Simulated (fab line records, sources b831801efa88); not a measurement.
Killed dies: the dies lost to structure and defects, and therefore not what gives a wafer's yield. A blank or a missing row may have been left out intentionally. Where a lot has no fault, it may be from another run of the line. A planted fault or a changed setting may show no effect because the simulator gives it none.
Which tool was responsible? / flow gf180mcu / 13 lots with 39 wafers sampled at 5 steps, on a route of 602 steps

## WHAT EACH GAUGE READ, for each wafer
GF_V3_BOW_MEAS_05. Usual: V3_BOW typically reads 117 um, with standard deviation 8.2.
lot=L481; measured=day 21 14:54; on=film-metro-01; V3_BOW (um)=108 111 126; flag=
lot=L482; measured=day 21 20:52; on=film-metro-02; V3_BOW (um)=100 107 104; flag=
lot=L483; measured=day 22 04:04; on=film-metro-01; V3_BOW (um)=136 123 128; flag=
lot=L484; measured=day 22 14:02; on=film-metro-01; V3_BOW (um)=119 113 125; flag=
lot=L485; measured=day 23 01:05; on=film-metro-02; V3_BOW (um)=111 114 126; flag=
lot=L489; measured=day 24 11:36; on=film-metro-01; V3_BOW (um)=108 112 107; flag=
lot=L490; measured=day 24 16:08; on=film-metro-03; V3_BOW (um)=124 119 121; flag=
lot=L494; measured=day 26 00:01; on=film-metro-03; V3_BOW (um)=115 112 105; flag=
lot=L496; measured=day 26 13:56; on=film-metro-02; V3_BOW (um)=122 104 103; flag=
lot=L497; measured=day 27 04:08; on=film-metro-01; V3_BOW (um)=128 126 125; flag=
lot=L501; measured=day 28 04:08; on=film-metro-01; V3_BOW (um)=123 115 112; flag=
lot=L503; measured=day 28 18:18; on=film-metro-02; V3_BOW (um)=125 138 128; flag=
lot=L504; measured=day 28 20:48; on=film-metro-03; V3_BOW (um)=136 118 134; flag=

GF_TOP_METAL_OVL_MEAS_15. Usual: TOP_METAL_OVL typically reads -1.2 nm, with standard deviation 1.3.
lot=L481; measured=day 28 05:32; on=overlay-02; TOP_METAL_OVL (nm)=-2.1 -1.9 -1.7; flag=
lot=L482; measured=day 28 11:07; on=overlay-01; TOP_METAL_OVL (nm)=-1.5 0.7 0.0; flag=
lot=L483; measured=day 28 18:46; on=overlay-01; TOP_METAL_OVL (nm)=0.3 -1.0 -0.2; flag=
lot=L484; measured=day 29 02:31; on=overlay-01; TOP_METAL_OVL (nm)=-2.1 -0.8 -2.2; flag=
lot=L485; measured=day 29 10:29; on=overlay-01; TOP_METAL_OVL (nm)=-3.1 -0.5 -1.3; flag=
lot=L489; measured=day 30 16:40; on=overlay-01; TOP_METAL_OVL (nm)=-3.7 -2.6 -4.7; flag=
lot=L490; measured=day 30 19:07; on=overlay-02; TOP_METAL_OVL (nm)=34.8 35.8 34.6; flag=OFF
lot=L494; measured=day 31 22:34; on=overlay-02; TOP_METAL_OVL (nm)=35.6 37.2 34.7; flag=OFF
lot=L496; measured=day 32 10:08; on=overlay-01; TOP_METAL_OVL (nm)=-2.4 -0.2 -1.6; flag=
lot=L497; measured=day 32 20:13; on=overlay-02; TOP_METAL_OVL (nm)=-1.6 -1.7 -0.9; flag=
lot=L501; measured=day 33 16:19; on=overlay-01; TOP_METAL_OVL (nm)=-3.1 -2.8 -1.9; flag=
lot=L503; measured=day 34 03:02; on=overlay-02; TOP_METAL_OVL (nm)=1.8 -0.3 0.4; flag=
lot=L504; measured=day 34 05:17; on=overlay-01; TOP_METAL_OVL (nm)=-1.9 -1.3 0.2; flag=

## TOOL THAT RAN EACH LOT (tool first, then ch and the chambers of the sampled wafers, then the start)
lot=L481; GF_V1_CMP_04=cmp-02 ch 1,3, day 17 07:14; GF_V1_ETCH_17=rie-diel-04 ch 1,2, day 21 14:54 or earlier; GF_TOP_METAL_EXPOSE_11=iline-stepper-01 ch 0, day 27 19:25
lot=L482; GF_V1_CMP_04=cmp-01 ch 2,3, day 17 12:58; GF_V1_ETCH_17=rie-diel-04 ch 2,3, day 21 20:52 or earlier; GF_TOP_METAL_EXPOSE_11=iline-stepper-02 ch 0, day 28 01:29
lot=L483; GF_V1_CMP_04=cmp-01 ch 1,3, day 17 22:23; GF_V1_ETCH_17=rie-diel-03 ch 0,3, day 22 04:04 or earlier; GF_TOP_METAL_EXPOSE_11=iline-stepper-01 ch 0, day 28 08:41
lot=L484; GF_V1_CMP_04=cmp-01 ch 0,2,3, day 18 07:55; GF_V1_ETCH_17=rie-diel-03 ch 0,1,3, day 22 14:02 or earlier; GF_TOP_METAL_EXPOSE_11=iline-stepper-02 ch 0, day 28 17:08
lot=L485; GF_V1_CMP_04=cmp-02 ch 0,3, day 18 19:23; GF_V1_ETCH_17=rie-diel-04 ch 1,2, day 23 01:05 or earlier; GF_TOP_METAL_EXPOSE_11=iline-stepper-01 ch 0, day 29 01:49
lot=L489; GF_V1_CMP_04=cmp-02 ch 0,1,3, day 20 07:43; GF_V1_ETCH_17=rie-diel-02 ch 1,2,3, day 24 11:36 or earlier; GF_TOP_METAL_EXPOSE_11=iline-stepper-02 ch 0, day 30 07:53
lot=L490; GF_V1_CMP_04=cmp-02 ch 0,1,3, day 20 13:10; GF_V1_ETCH_17=rie-diel-03 ch 0,1,2, day 24 16:08 or earlier; GF_TOP_METAL_EXPOSE_11=iline-stepper-02 ch 0, day 30 10:20
lot=L494; GF_V1_CMP_04=cmp-02 ch 1,2,3, day 22 01:01; GF_V1_ETCH_17=rie-diel-04 ch 0,2,3, day 26 00:01 or earlier; GF_TOP_METAL_EXPOSE_11=iline-stepper-02 ch 0, day 31 14:26
lot=L496; GF_V1_CMP_04=cmp-02 ch 1,2,3, day 22 15:56; GF_V1_ETCH_17=rie-diel-02 ch 1,2,3, day 26 13:56 or earlier; GF_TOP_METAL_EXPOSE_11=iline-stepper-01 ch 0, day 32 01:36
lot=L497; GF_V1_CMP_04=cmp-01 ch 0,1,2, day 23 05:52; GF_V1_ETCH_17=rie-diel-03 ch 0,1, day 27 04:08 or earlier; GF_TOP_METAL_EXPOSE_11=iline-stepper-01 ch 0, day 32 12:35
lot=L501; GF_V1_CMP_04=cmp-02 ch 1,2, day 24 07:47; GF_V1_ETCH_17=rie-diel-03 ch 0,1,2, day 28 04:08 or earlier; GF_TOP_METAL_EXPOSE_11=iline-stepper-01 ch 0, day 33 08:37
lot=L503; GF_V1_CMP_04=cmp-02 ch 0,1,3, day 25 01:49; GF_V1_ETCH_17=rie-diel-04 ch 1,2,3, day 28 18:18 or earlier; GF_TOP_METAL_EXPOSE_11=iline-stepper-01 ch 0, day 33 19:23
lot=L504; GF_V1_CMP_04=cmp-01 ch 1,2,3, day 25 04:30; GF_V1_ETCH_17=rie-diel-04 ch 0,1, day 28 20:48 or earlier; GF_TOP_METAL_EXPOSE_11=iline-stepper-01 ch 0, day 33 21:50
- GF_V1_CMP_04: polishes SiO2.
- GF_V1_ETCH_17: etches SiO2 in C4F8/O2/Ar, stops on TiN, target depth 630 nm.
- GF_TOP_METAL_EXPOSE_11: exposes mask MetalTop, target cd 440 nm.

## AS READ BY THE TOOLS THEMSELVES (means over the sampled wafers that have a number; for cases with no such wafer, the mark the record gives instead)
GF_V1_CMP_04. Usual: head-pressure-psi 4.000 psi, standard deviation 0.0084; motor-current-A 12.6 A, standard deviation 1.2; time-to-endpoint-s 81 s, standard deviation 5.6.
lot=L481; tool=cmp-02; head-pressure-psi (psi)=3.996; motor-current-A (A)=12.4; time-to-endpoint-s (s)=87; flag=
lot=L482; tool=cmp-01; head-pressure-psi (psi)=3.999; motor-current-A (A)=13.2; time-to-endpoint-s (s)=79; flag=
lot=L483; tool=cmp-01; head-pressure-psi (psi)=4.001; motor-current-A (A)=13.4; time-to-endpoint-s (s)=79; flag=
lot=L484; tool=cmp-01; head-pressure-psi (psi)=3.997; motor-current-A (A)=12.7; time-to-endpoint-s (s)=76; flag=
lot=L485; tool=cmp-02; head-pressure-psi (psi)=3.999; motor-current-A (A)=13.3; time-to-endpoint-s (s)=89; flag=
lot=L489; tool=cmp-02; head-pressure-psi (psi)=3.994; motor-current-A (A)=12.4; time-to-endpoint-s (s)=80; flag=
lot=L490; tool=cmp-02; head-pressure-psi (psi)=3.993; motor-current-A (A)=12.3; time-to-endpoint-s (s)=84; flag=
lot=L494; tool=cmp-02; head-pressure-psi (psi)=4.008; motor-current-A (A)=12.2; time-to-endpoint-s (s)=83; flag=
lot=L496; tool=cmp-02; head-pressure-psi (psi)=4.001; motor-current-A (A)=12.0; time-to-endpoint-s (s)=86; flag=
lot=L497; tool=cmp-01; head-pressure-psi (psi)=3.998; motor-current-A (A)=11.8; time-to-endpoint-s (s)=80; flag=
lot=L501; tool=cmp-02; head-pressure-psi (psi)=4.001; motor-current-A (A)=12.2; time-to-endpoint-s (s)=80; flag=
lot=L503; tool=cmp-02; head-pressure-psi (psi)=3.996; motor-current-A (A)=12.5; time-to-endpoint-s (s)=84; flag=
lot=L504; tool=cmp-01; head-pressure-psi (psi)=4.003; motor-current-A (A)=13.6; time-to-endpoint-s (s)=78; flag=

GF_V1_ETCH_17. Usual: oes-product-au reads 0.855 a.u. (standard deviation 0.0047).
lot=L481; tool=rie-diel-04; oes-product-au (a.u.)=0.854; flag=
lot=L482; tool=rie-diel-04; oes-product-au (a.u.)=0.858; flag=
lot=L483; tool=rie-diel-03; oes-product-au (a.u.)=0.852; flag=
lot=L484; tool=rie-diel-03; oes-product-au (a.u.)=0.859; flag=
lot=L485; tool=rie-diel-04; oes-product-au (a.u.)=0.863; flag=
lot=L489; tool=rie-diel-02; oes-product-au (a.u.)=0.856; flag=
lot=L490; tool=rie-diel-03; oes-product-au (a.u.)=0.849; flag=
lot=L494; tool=rie-diel-04; oes-product-au (a.u.)=0.855; flag=
lot=L496; tool=rie-diel-02; oes-product-au (a.u.)=0.854; flag=
lot=L497; tool=rie-diel-03; oes-product-au (a.u.)=0.853; flag=
lot=L501; tool=rie-diel-03; oes-product-au (a.u.)=0.854; flag=
lot=L503; tool=rie-diel-04; oes-product-au (a.u.)=0.855; flag=
lot=L504; tool=rie-diel-04; oes-product-au (a.u.)=0.854; flag=

## THE ANSWER, worked out from the rows above alone
Rule: a lot is off if the mean of its wafers that have a number lies more than 3 standard deviations from the usual mean. A lot without any number at a reading at which 4 lots or more have one is off too. Any other lot the step has rows for is counted as sound. After the gauges, taken in route order, come the tools' own readings; for these a lot's mean is taken, as printed above. At the first step where some lot is off, the reading lying furthest off is the one used; lots without a number count as furthest.
Off: L490, L494, at GF_TOP_METAL_OVL_MEAS_15 (TOP_METAL_OVL).
If a tool, at a process step before that reading, ran all the lots that are off and no sound lot after the first of them, it fits. The gauges at GF_TOP_METAL_OVL_MEAS_15 are tried like those tools. With no start given for some of its lots, GF_V1_ETCH_17 uses the hours and lot order of GF_V3_BOW_MEAS_05. One candidate fits, namely iline-stepper-02 at GF_TOP_METAL_EXPOSE_11. Its last sound lot is L489 (day 30 07:53), its first lot that is off L490 (day 30 10:20): a fault that began between those two fits.

## WHAT HAD BEEN PUT IN BY THE SIMULATOR
Scanner matching overlay: iline-stepper-02, from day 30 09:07 on, at GF_TOP_METAL_EXPOSE_11. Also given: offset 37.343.
Shown lots that were struck: L490, L494. The rule given above showed the same thing.
